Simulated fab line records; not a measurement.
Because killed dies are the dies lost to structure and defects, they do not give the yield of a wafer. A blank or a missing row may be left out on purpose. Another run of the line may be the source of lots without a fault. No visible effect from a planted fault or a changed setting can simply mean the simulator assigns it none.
What tool caused it?    flow sky130    6 lots with 18 wafers sampled at 3 steps, on a route of 708 steps

== WHAT THE GAUGES READ, wafer by wafer ==
SKY_VT_ADJUST_PCH_TW_MEAS_10.
lot   measured      on            VT_ADJUST_PCH_TW
L552  day 11 09:03  filmMetro-02  140.8 141.1 140.8
L555  day 12 03:52  filmMetro-01  144.3 144.2 144.5
L557  day 12 20:55  filmMetro-04  142.4 142.5 142.8
L560  day 14 00:35  filmMetro-02  141.9 142.9 141.8
L566  day 15 20:56  filmMetro-01  162.8 163.0 162.0
L570  day 17 01:04  filmMetro-02  141.3 141.6 141.7

== WHICH TOOL RAN EACH LOT (tool, then ch and the chambers of the sampled wafers, then the start) ==
lot   SKY_VT_ADJUST_HVTP_SOFTBAKE_03    SKY_VT_ADJUST_PCH_IMPLANT_08
L552  lithoTrack-01 ch 0, day 6 12:07   implanter-03 ch 0, day 11 08:48
L555  lithoTrack-03 ch 0, day 7 03:06   implanter-04 ch 0, day 12 03:38
L557  lithoTrack-02 ch 0, day 7 16:42   implanter-03 ch 0, day 12 20:42
L560  lithoTrack-03 ch 0, day 8 15:24   implanter-04 ch 0, day 14 00:20
L566  lithoTrack-01 ch 0, day 10 06:25  implanter-02 ch 0, day 15 20:41
L570  lithoTrack-03 ch 0, day 11 04:34  implanter-03 ch 0, day 17 00:51
- SKY_VT_ADJUST_HVTP_SOFTBAKE_03: time 62.05 s.
- SKY_VT_ADJUST_PCH_IMPLANT_08

== THE ANSWER, worked out from the rows above alone ==
Rule: usual is defined by the lots themselves. The widest of any qualifying gaps counts: lots, ordered by their means at a reading, are off when they make up no more than a third of the lots, leave a main group of 4 or more, and stand apart from it by 3 or more times the standard deviation of that group's means. The tables above print the reading to a certain number of digits; a main group whose means all agree to those digits is not used. Also off: a lot with no number at a reading for which 4 or more lots have one. All remaining lots with rows at the step are treated as sound.
Off: L566, seen at SKY_VT_ADJUST_PCH_TW_MEAS_10 (VT_ADJUST_PCH_TW). The main group: mean 142.3, standard deviation 1.2.
A tool fits if, at a process step before that reading, it ran every lot that is off, and no sound lot after the first of them. Those tools and the gauges at SKY_VT_ADJUST_PCH_TW_MEAS_10 are tried in the same way. Can't be told from this: 3 tools fit, lithoTrack-01 at SKY_VT_ADJUST_HVTP_SOFTBAKE_03, implanter-02 at SKY_VT_ADJUST_PCH_IMPLANT_08, filmMetro-01 at SKY_VT_ADJUST_PCH_TW_MEAS_10.

== WHAT HAD BEEN PUT IN BY THE SIMULATOR ==
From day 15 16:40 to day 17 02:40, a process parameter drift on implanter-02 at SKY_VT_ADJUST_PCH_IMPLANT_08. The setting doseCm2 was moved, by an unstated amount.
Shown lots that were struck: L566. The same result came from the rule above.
